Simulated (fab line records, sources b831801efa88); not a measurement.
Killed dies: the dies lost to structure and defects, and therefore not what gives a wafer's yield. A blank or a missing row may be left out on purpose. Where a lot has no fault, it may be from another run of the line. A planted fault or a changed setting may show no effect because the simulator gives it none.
The tool behind it: which one? || flow gf180mcu || 15 lots, 45 wafers sampled, at 3 steps of a route of 602

WHAT EACH GAUGE READ, for each wafer
GF_HV_LDD_TW_MEAS_23. Usual: for HV_LDD_2_TW the level is 1057 and the standard deviation is 9.9.
{"lot": "L437", "measured": "day 10 16:05", "on": "film-metro-04", "HV_LDD_2_TW": "1050 1048 1046", "flag": ""}
{"lot": "L438", "measured": "day 11 04:13", "on": "film-metro-04", "HV_LDD_2_TW": "1050 1056 1042", "flag": ""}
{"lot": "L441", "measured": "day 12 03:53", "on": "film-metro-01", "HV_LDD_2_TW": "1053 1058 1051", "flag": ""}
{"lot": "L442", "measured": "day 12 04:02", "on": "film-metro-04", "HV_LDD_2_TW": "1055 1057 1053", "flag": ""}
{"lot": "L444", "measured": "day 12 18:50", "on": "film-metro-03", "HV_LDD_2_TW": "1071 1075 1067", "flag": ""}
{"lot": "L445", "measured": "day 13 01:30", "on": "film-metro-03", "HV_LDD_2_TW": "1074 1067 1073", "flag": ""}
{"lot": "L446", "measured": "day 13 15:47", "on": "film-metro-03", "HV_LDD_2_TW": "1065 1071 1062", "flag": ""}
{"lot": "L447", "measured": "day 13 16:08", "on": "film-metro-04", "HV_LDD_2_TW": "1057 1053 1055", "flag": ""}
{"lot": "L454", "measured": "day 16 03:07", "on": "film-metro-03", "HV_LDD_2_TW": "30 30 30", "flag": "OFF"}
{"lot": "L455", "measured": "day 16 12:44", "on": "film-metro-03", "HV_LDD_2_TW": "30 30 30", "flag": "OFF"}
{"lot": "L456", "measured": "day 16 17:05", "on": "film-metro-01", "HV_LDD_2_TW": "30 30 30", "flag": "OFF"}
{"lot": "L457", "measured": "day 17 10:32", "on": "film-metro-01", "HV_LDD_2_TW": "1041 1046 1046", "flag": ""}
{"lot": "L459", "measured": "day 17 23:15", "on": "film-metro-01", "HV_LDD_2_TW": "1048 1040 1047", "flag": ""}
{"lot": "L458", "measured": "day 18 02:23", "on": "film-metro-03", "HV_LDD_2_TW": "1064 1076 1073", "flag": ""}
{"lot": "L460", "measured": "day 18 08:08", "on": "film-metro-01", "HV_LDD_2_TW": "1052 1049 1053", "flag": ""}

GF_HV_LDD_CD_MEAS_46: the cd target is 400 nm. Usual: 400.2 nm for cd-nm, sd 2.7.
{"lot": "L437", "measured": "day 12 05:17", "on": "cd-sem-01", "cd-nm (nm)": "397.1 395.1 399.2", "flag": ""}
{"lot": "L438", "measured": "day 12 17:52", "on": "cd-sem-01", "cd-nm (nm)": "396.5 397.3 397.6", "flag": ""}
{"lot": "L441", "measured": "day 13 20:16", "on": "cd-sem-01", "cd-nm (nm)": "402.5 402.3 403.2", "flag": ""}
{"lot": "L442", "measured": "day 13 20:35", "on": "cd-sem-01", "cd-nm (nm)": "403.3 400.4 399.7", "flag": ""}
{"lot": "L444", "measured": "day 14 11:21", "on": "cd-sem-01", "cd-nm (nm)": "400.1 403.2 400.4", "flag": ""}
{"lot": "L445", "measured": "day 14 19:13", "on": "cd-sem-02", "cd-nm (nm)": "398.7 401.4 399.1", "flag": ""}
{"lot": "L446", "measured": "day 15 09:52", "on": "cd-sem-02", "cd-nm (nm)": "397.6 399.7 400.0", "flag": ""}
{"lot": "L447", "measured": "day 15 10:53", "on": "cd-sem-01", "cd-nm (nm)": "401.4 397.9 399.8", "flag": ""}
{"lot": "L454", "measured": "day 18 01:18", "on": "cd-sem-02", "cd-nm (nm)": "402.4 401.8 400.7", "flag": ""}
{"lot": "L455", "measured": "day 18 11:35", "on": "cd-sem-01", "cd-nm (nm)": "394.3 396.2 394.6", "flag": ""}
{"lot": "L456", "measured": "day 18 16:03", "on": "cd-sem-01", "cd-nm (nm)": "399.7 396.5 400.2", "flag": ""}
{"lot": "L457", "measured": "day 19 10:07", "on": "cd-sem-02", "cd-nm (nm)": "398.9 398.7 399.5", "flag": ""}
{"lot": "L459", "measured": "day 19 23:43", "on": "cd-sem-02", "cd-nm (nm)": "396.0 396.8 394.7", "flag": ""}
{"lot": "L458", "measured": "day 20 01:55", "on": "cd-sem-02", "cd-nm (nm)": "395.9 397.2 395.6", "flag": ""}
{"lot": "L460", "measured": "day 20 08:58", "on": "cd-sem-02", "cd-nm (nm)": "402.8 401.1 403.0", "flag": ""}

TOOL THAT RAN EACH LOT (tool first, then ch and the chambers of the sampled wafers, then the start)
{"lot": "L437", "GF_HV_LDD_IMPLANT_21": "implanter-02 ch 0, day 10 15:50"}
{"lot": "L438", "GF_HV_LDD_IMPLANT_21": "implanter-01 ch 0, day 11 03:59"}
{"lot": "L441", "GF_HV_LDD_IMPLANT_21": "implanter-01 ch 0, day 12 03:40"}
{"lot": "L442", "GF_HV_LDD_IMPLANT_21": "implanter-03 ch 0, day 12 03:49"}
{"lot": "L444", "GF_HV_LDD_IMPLANT_21": "implanter-03 ch 0, day 12 18:26"}
{"lot": "L445", "GF_HV_LDD_IMPLANT_21": "implanter-03 ch 0, day 13 01:17"}
{"lot": "L446", "GF_HV_LDD_IMPLANT_21": "implanter-03 ch 0, day 13 15:32"}
{"lot": "L447", "GF_HV_LDD_IMPLANT_21": "implanter-01 ch 0, day 13 15:56"}
{"lot": "L454", "GF_HV_LDD_IMPLANT_21": "implanter-01, day 16 02:52"}
{"lot": "L455", "GF_HV_LDD_IMPLANT_21": "implanter-03, day 16 12:32"}
{"lot": "L456", "GF_HV_LDD_IMPLANT_21": "implanter-02, day 16 16:51"}
{"lot": "L457", "GF_HV_LDD_IMPLANT_21": "implanter-03 ch 0, day 17 10:17"}
{"lot": "L459", "GF_HV_LDD_IMPLANT_21": "implanter-03 ch 0, day 17 23:00"}
{"lot": "L458", "GF_HV_LDD_IMPLANT_21": "implanter-02 ch 0, day 18 02:08"}
{"lot": "L460", "GF_HV_LDD_IMPLANT_21": "implanter-01 ch 0, day 18 07:53"}
- GF_HV_LDD_IMPLANT_21

AS READ BY THE TOOLS THEMSELVES (means over the sampled wafers that have a number; for cases with no such wafer, the mark the record gives instead)
GF_HV_LDD_IMPLANT_21. Usual: beam-energy-keV 24.999, standard deviation 0.0075; beam-on-s 10.03 s, standard deviation 0.21.
{"lot": "L437", "tool": "implanter-02", "beam-energy-keV": 24.994, "beam-on-s (s)": 10.03, "flag": ""}
{"lot": "L438", "tool": "implanter-01", "beam-energy-keV": 24.997, "beam-on-s (s)": 10.11, "flag": ""}
{"lot": "L441", "tool": "implanter-01", "beam-energy-keV": 24.992, "beam-on-s (s)": 10.21, "flag": ""}
{"lot": "L442", "tool": "implanter-03", "beam-energy-keV": 24.994, "beam-on-s (s)": 9.98, "flag": ""}
{"lot": "L444", "tool": "implanter-03", "beam-energy-keV": 24.996, "beam-on-s (s)": 9.95, "flag": ""}
{"lot": "L445", "tool": "implanter-03", "beam-energy-keV": 25.001, "beam-on-s (s)": 10.00, "flag": ""}
{"lot": "L446", "tool": "implanter-03", "beam-energy-keV": 24.995, "beam-on-s (s)": 10.16, "flag": ""}
{"lot": "L447", "tool": "implanter-01", "beam-energy-keV": 25.013, "beam-on-s (s)": 10.05, "flag": ""}
{"lot": "L454", "tool": "implanter-01", "beam-energy-keV": "-", "beam-on-s (s)": "-", "flag": "OFF"}
{"lot": "L455", "tool": "implanter-03", "beam-energy-keV": "-", "beam-on-s (s)": "-", "flag": "OFF"}
{"lot": "L456", "tool": "implanter-02", "beam-energy-keV": "-", "beam-on-s (s)": "-", "flag": "OFF"}
{"lot": "L457", "tool": "implanter-03", "beam-energy-keV": 25.001, "beam-on-s (s)": 10.07, "flag": ""}
{"lot": "L459", "tool": "implanter-03", "beam-energy-keV": 25.005, "beam-on-s (s)": 9.87, "flag": ""}
{"lot": "L458", "tool": "implanter-02", "beam-energy-keV": 25.003, "beam-on-s (s)": 10.00, "flag": ""}
{"lot": "L460", "tool": "implanter-01", "beam-energy-keV": 25.002, "beam-on-s (s)": 10.03, "flag": ""}

THE ANSWER, worked out from the rows above alone
Rule: a lot counts as off when the mean over its wafers that have a number is more than 3 standard deviations away from the usual mean. A lot without any number at a reading at which 4 lots or more have one is off too. Where the step has rows for the other lots, those lots are counted as sound. Order of review: gauges by route order, followed by the tools' own readings, for which a lot's mean as printed above is used. At the first step where some lot is off, the reading lying furthest off is the one used; lots without a number count as furthest.
Off: L454, L455, L456, seen at GF_HV_LDD_TW_MEAS_23 (HV_LDD_2_TW).
A tool fits if, at a process step before that reading, it ran every lot that is off, and no sound lot after the first of them. Not tried: the gauges at GF_HV_LDD_TW_MEAS_23; whatever is off there is also off at GF_HV_LDD_IMPLANT_21, on other tools, and gauge error can't account for it. Not one of the candidates tried fits.

WHAT HAD BEEN PUT IN BY THE SIMULATOR
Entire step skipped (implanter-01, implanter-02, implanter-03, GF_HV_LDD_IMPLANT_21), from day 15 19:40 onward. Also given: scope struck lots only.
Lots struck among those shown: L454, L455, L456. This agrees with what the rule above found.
